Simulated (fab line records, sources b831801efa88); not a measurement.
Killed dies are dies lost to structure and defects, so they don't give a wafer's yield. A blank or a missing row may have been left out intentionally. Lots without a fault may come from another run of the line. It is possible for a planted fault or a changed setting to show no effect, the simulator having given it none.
Which of the tools did it? | flow sky130 | at 1 step of a route of 708, 6 lots with 18 wafers sampled

## WHAT EACH GAUGE READ, for each wafer
SKY_METAL2_OVL_MEAS_16.
lot  | measured     | on         | METAL2_OVL (nm)
L122 | day 36 01:30 | overlay-02 | 0 -3 -1
L126 | day 36 23:54 | overlay-02 | -4 -3 -7
L131 | day 39 03:31 | overlay-01 | 3 8 11
L140 | day 42 05:54 | overlay-01 | 8 -1 10
L143 | day 42 11:54 | overlay-01 | 11 3 3
L144 | day 42 17:39 | overlay-01 | -4 2 -9

## WHICH TOOL RAN EACH LOT (tool, then ch and the chambers of the sampled wafers, then the start)
The record holds no process step before these readings.

## THE ANSWER, worked out from the rows above alone
Rule: what is usual is taken from the lots themselves. The widest of any qualifying gaps counts: lots, ordered by their means at a reading, are off when they make up no more than a third of the lots, leave a main group of 4 or more, and stand apart from it by 3 or more times the standard deviation of that group's means. A main group whose means are all the same, to the digits that the tables above print for the reading, isn't used. A lot without any number at a reading at which 4 lots or more have one is off too. The other lots that the step has rows for count as sound.
None of the lots is off at any reading shown; this tells nothing.

## WHAT THE SIMULATOR PUT IN
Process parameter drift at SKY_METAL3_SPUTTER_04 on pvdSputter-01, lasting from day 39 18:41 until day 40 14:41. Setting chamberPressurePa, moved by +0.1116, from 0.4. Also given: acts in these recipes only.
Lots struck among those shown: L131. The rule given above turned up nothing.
